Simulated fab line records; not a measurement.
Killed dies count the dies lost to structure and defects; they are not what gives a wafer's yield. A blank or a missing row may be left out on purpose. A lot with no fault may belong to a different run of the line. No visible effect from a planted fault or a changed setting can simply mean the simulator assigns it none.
Chamber matching ; flow gf180mcu ; wet_bench-03 running GF_STI_WET_ETCH_20: 4 sister chambers
The step etches SiO2 in dHF, target depth 20 nm, time 400 s. 4 wafers are shown with their chamber, then 8 later ones without.

EACH WAFER AND ITS CHAMBER
wafer;chamber;bath_heat_duty_pct (%)
L421.6;0;5.3
L422.5;2;6.5
L434.4;3;5.5
L435.2;1;6.6

WAFERS WHOSE CHAMBER IS MISSING
wafer;bath_heat_duty_pct (%)
L435.5;6.6
L435.6;5.4
L436.2;5.2
L436.4;5.4
L436.5;5.1
L438.2;6.3
L438.3;6.5
L438.5;5.5

THE CHAMBER EACH PASSED THROUGH
wafer;from the rows above;in truth
L435.5;can't be placed: 1 or 2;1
L435.6;can't be placed: 3 or 0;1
L436.2;can't be placed: 0 or 3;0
L436.4;can't be placed: 3 or 0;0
L436.5;can't be placed: 0 or 3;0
L438.2;can't be placed: 2 or 1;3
L438.3;can't be placed: 2 or 1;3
L438.5;can't be placed: 3 or 0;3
Placed correctly: 0 of 8. From these rows, 8 cannot be placed; in 5 the true chamber is one of the candidates. Wrongly placed: 0.
How it was worked out, from the rows above alone: a wafer's distance from a chamber is the root of the sum, over the readings, of the square of ((its reading less the chamber's mean) divided by the reading's scatter). The wafer belongs to the nearest chamber; if the next one is less than 2 further off, it can't be placed. Each chamber's mean is taken over the wafers shown for it. The scatter: root of mean squared gap, hidden wafer to nearest shown wafer, with one shown wafer a chamber.
